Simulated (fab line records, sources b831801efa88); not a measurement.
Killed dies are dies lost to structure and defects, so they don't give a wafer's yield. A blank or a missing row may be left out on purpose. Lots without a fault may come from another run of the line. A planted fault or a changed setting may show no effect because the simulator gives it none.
Chamber matching | flow sky130 | SKY_CONTACT_CMP_04 on cmp-01: 4 sister chambers
The step polishes SiO2. 8 wafers are shown with their chamber, then 7 later ones without.

WAFERS WITH THEIR CHAMBER
wafer  | chamber | motor_current_A (A) | time_to_endpoint_s (s)
L852.4 | 2       | 13.0                | 79
L852.6 | 3       | 12.5                | 78
L857.2 | 3       | 12.7                | 83
L859.2 | 2       | 13.2                | 82
L859.3 | 0       | 12.2                | 78
L859.6 | 1       | 13.5                | 77
L860.1 | 1       | 13.6                | 83
L860.3 | 0       | 12.1                | 84

WAFERS WITHOUT THEIR CHAMBER
wafer  | motor_current_A (A) | time_to_endpoint_s (s)
L860.6 | 14.6                | 80
L861.1 | 12.1                | 83
L861.2 | 13.2                | 79
L861.6 | 13.0                | 79
L867.1 | 14.1                | 75
L867.2 | 12.4                | 81
L867.5 | 12.9                | 81

WHICH CHAMBER EACH WENT THROUGH
wafer  | from the rows above     | in truth
L860.6 | 1                       | 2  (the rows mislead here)
L861.1 | 0                       | 0
L861.2 | 2                       | 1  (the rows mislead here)
L861.6 | 2                       | 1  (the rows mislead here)
L867.1 | 1                       | 1
L867.2 | can't be placed: 3 or 0 | 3
L867.5 | can't be placed: 2 or 3 | 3
Placed correctly: 2 of 7. Can't be placed from these rows: 2 (the true chamber is among the candidates in 2). Placed wrongly: 3.
How it was worked out, from the rows above alone: a wafer's distance from a chamber is the root of the sum, over the readings, of the square of ((its reading less the chamber's mean) divided by the reading's scatter). The wafer belongs to the nearest chamber; if the next one is less than 2 further off, it can't be placed. A chamber's mean is the mean of its shown wafers. The scatter: the root of (the sum of the squares of (reading less its chamber's mean) over the shown wafers, divided by (wafers less chambers)).
